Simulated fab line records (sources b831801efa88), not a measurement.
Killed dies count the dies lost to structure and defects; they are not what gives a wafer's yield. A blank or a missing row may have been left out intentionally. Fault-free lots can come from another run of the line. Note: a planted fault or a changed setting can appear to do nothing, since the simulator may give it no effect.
Struck lot and sound lot, side by side    flow sky130    20 out of 708 route steps
Sound: these wafers, L948.1, L948.3, L948.4. Wafers struck: L955.1, L955.4, L955.5. At the end, the cause is stated.
For every step that has rows: the tool of each side, followed by ch and its chambers, followed by its first start. Under that, the readings that differ: sound wafers    struck wafers    difference of the means    sigmas: that difference in standard deviations of wafers without a fault.
alike: same words and numbers on both sides, and readings whose means sit less than 2 such deviations apart. not compared: any withheld reading, any reading some wafer has no value for, any bound like >300 that may hide the same value, and any number with overlapping values for which the record gives no deviation.
Wherever a step has rows on one side only, a row that says differs or no value, or a row with sigmas, the two part there. Numbers that have no deviation but don't overlap get no sigmas and don't part them. Lack of a reading on every wafer of one side parts them only where that side has two or more wafers.

SKY_LDD_HVP_OVL_MEAS_07:
  sound on overlay-01, day 21 23:03; struck on overlay-02, day 24 18:01
  alike: LDD_HVP_OVL
after that, 1 step had no rows for these wafers: SKY_LDD_HVP_IMPLANT_08.
SKY_LDD_HVP_STRIP_09: strips in O2/N2.
  sound on plasmaAsher-04 ch 0,1, day 21 23:14; struck on plasmaAsher-01 ch 0,1, day 24 18:12
  alike: drypumpMotorCurrentA, oesProductAu, stripTimeToEndpointS
  not compared: rfHoursCounterH
SKY_LDD_HVP_TW_MEAS_10:
  sound on filmMetro-04, day 21 23:20; struck on filmMetro-01, day 24 18:18
  alike: LDD_HVP_TW
then, 7 steps without rows for these wafers: SKY_LDD_LDN_DEHYDRATE_00 (time 60 s); SKY_LDD_LDN_HMDS_01 (prime time 60 s); SKY_LDD_LDN_COAT_02 (resist thk 1140 nm); SKY_LDD_LDN_SOFTBAKE_03 (time 60 s); SKY_LDD_LDN_EXPOSE_04 (exposes mask LDNTM, target cd 700 nm); SKY_LDD_LDN_PEB_05; SKY_LDD_LDN_DEVELOP_06 (develop time 60 s).
SKY_LDD_LDN_OVL_MEAS_07:
  sound on overlay-01, day 23 06:12; struck on overlay-02, day 25 23:34
  alike: LDD_LDN_OVL
SKY_LDD_LDN_IMPLANT_08:
  sound on implanter-04 ch 0, day 23 06:14; struck on implanter-01 ch 0, day 25 23:36
reading                   sound              struck             difference  sigmas
implantIonAmu             75 75 75           31 31 31           -44         
model.implant.rpNm (nm)   12.68 12.68 12.68  22.51 22.51 22.51  +9.83       
model.implant.drpNm (nm)  5.933 5.933 5.933  10.9 10.9 10.9     +5.0        
  alike: rotationDeg
then, 3 steps without rows for these wafers: SKY_LDD_LDN_IMPLANT_09; SKY_LDD_LDN_IMPLANT_10; SKY_LDD_LDN_IMPLANT_11.
SKY_LDD_LDN_STRIP_12: strips in O2/N2.
  sound on plasmaAsher-01 ch 0,1, day 23 06:50; struck on plasmaAsher-02 ch 0,1, day 26 00:12
  alike: drypumpMotorCurrentA, oesProductAu, stripTimeToEndpointS
  not compared: rfHoursCounterH
SKY_LDD_LDN_TW_MEAS_13:
  sound on filmMetro-03, day 23 06:56; struck on filmMetro-04, day 26 00:18
reading     sound           struck          difference  sigmas
LDD_LDN_TW  1483 1474 1483  1412 1419 1420  -63         -7
then, 1 step without rows for these wafers: SKY_LDD_LDN_CLEAN_14 (cleans in SC1/SC2, time 150 s).
-- record jumps: 22 days separate the struck wafers' starts on either side; left off in module LDD_LDN, taken up again in module PAD_OPEN, whose first shown step is the route's number 708 --
SKY_PAD_OPEN_PROBE_99:
  sound on prober-02, day 46 10:22; struck on prober-01, day 48 04:07
reading                                  sound                    struck                   difference  sigmas
model.etest.tipSonos.rsOhmSq             2701 2719 2725           1898 1886 1905           -819        
model.etest.sonosUncharged.rOnOhmUm      814.8 812.9 816          748.2 759.8 758.9        -58.9       
model.etest.sonosProgrammed.offLog10AUm  -14.02 -14.02 -14.13     -10.68 -11.24 -11.59     +2.89       
model.etest.sonosProgrammed.vtV (V)      1.399 1.364 1.345        1.198 1.258 1.249        -0.134      
model.etest.sonosBaked.vtV (V)           0.9406 0.8565 0.8711     0.7573 0.7459 0.7515     -0.1378     
model.etest.sonosUncharged.vtV (V)       -0.4475 -0.4484 -0.4508  -0.5956 -0.5417 -0.5832  -0.1246     
model.etest.sonosErased.vtV (V)          -2.235 -2.164 -2.163     -2.379 -2.374 -2.367     -0.186      
  alike: killed_at_M0_to_M3, killed_at_M4_up, killedAtContacts, killedAtFrontEnd, killedAtOther, killedDies, killedOpen, killedShort

WHERE THEY PART
Only at SKY_LDD_LDN_TW_MEAS_13, within this record. Later steps at which nothing parts them and some readings are alike: SKY_PAD_OPEN_PROBE_99.

WHY: what had been put in by the simulator
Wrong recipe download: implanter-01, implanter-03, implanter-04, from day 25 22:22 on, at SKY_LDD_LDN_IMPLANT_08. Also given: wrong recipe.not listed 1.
